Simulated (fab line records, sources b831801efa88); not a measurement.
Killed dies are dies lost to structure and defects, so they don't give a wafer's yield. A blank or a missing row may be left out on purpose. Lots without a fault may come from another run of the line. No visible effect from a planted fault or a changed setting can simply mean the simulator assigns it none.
Problem report in the 8D (eight disciplines) form, filled by code ; flow gf180mcu ; the parts of the form that need people (team, actions taken, sign-off) are left out

1. THE PROBLEM
cd_nm at GF_NSD_CD_MEAS_07 reads a mean of 411.0 nm on 1 wafer of 1 lot; wafers without a fault read 399.3 nm with a standard deviation of 2.3. Relative to the usual mean, that is a shift of +5.1 standard deviations.
The step: target cd 400 nm.
First observed at day 18 08:27: wafer L856.3, on cd_sem-02. Wafers with a number at this step in the record: 38, from 13 lots. The rule behind "out" and "out of limits": a value lying over 4 standard deviations away from the usual mean. The other wafers with a number count as sound.

2. WHAT THIS IS AND IS NOT
question;is;is not
which readings at this step;cd_nm;-
which lots;L856;L843, L844, L845, L857, L858, L860, L861, L862, L863, L864, L865, L866
which wafers of those lots;L856.3;L856.4
read on which gauges;cd_sem-02;cd_sem-01
when;from day 18 08:27;"up to then (10 sound wafers); but 27 sound wafers of L857, L858, L860, L861, L862, L863, L864, L865, L866 came after"

3. SUSPECTS, AND WHAT RULES EACH OUT
Counting: a tool at a process step up to the reading stays a suspect if it ran every lot that is out. Sound lots after the first of them don't rule it out here, since some wafers of a struck lot are sound.
- the gauge at GF_NSD_CD_MEAS_07: kept. All the wafers that are out were read on cd_sem-02, and no step on other tools shows them out.
- litho_track-01 at GF_NSD_DEVELOP_06 (develop time 60 s): kept. L856, the lot that is out, went through it at day 18 08:19; up to then, the latest sound lot through it was L843 at day 13 05:11.
Remaining after the count are litho_track-01 at GF_NSD_DEVELOP_06 and cd_sem-02 at GF_NSD_CD_MEAS_07.

4. THE CAUSE (what the simulator had put in)
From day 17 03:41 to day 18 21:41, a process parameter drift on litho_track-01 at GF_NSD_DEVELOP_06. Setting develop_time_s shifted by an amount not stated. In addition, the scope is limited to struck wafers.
Counting leaves 2 suspects; this tool is one of them.

5. THE EFFECT CHAIN, in route order
Each row: a reading where the mean over the struck wafers with a number is more than 3 standard deviations away from the usual. Scope: only readings with a usual standard deviation given in the record; hours: median across lots of the time from each lot's start at the first step in this table that gives one to its start at this step; sigmas: change in usual standard deviations.
hours;step;reading;usual;on struck wafers;change;sigmas
0;GF_NSD_CD_MEAS_07;cd_nm;399.3 nm;411.0;+11.7;+5.1
Later steps that measure or inspect, where all struck wafers having a row at the step show a number for every such reading and not one has moved that far: GF_M3_CD_MEAS_14, GF_V4_OVL_MEAS_15.

6. WHAT WOULD HAVE CAUGHT IT SOONER
Counted from the fault's start at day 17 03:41, it took 29 hours until the first out-of-limits reading at a measuring or inspecting step in this record, taken at day 18 08:27.
Lots out: 1; all had begun GF_NSD_DEVELOP_06 on litho_track-01 by day 18 08:27. A hold on the tool at that time would have spared none of them.
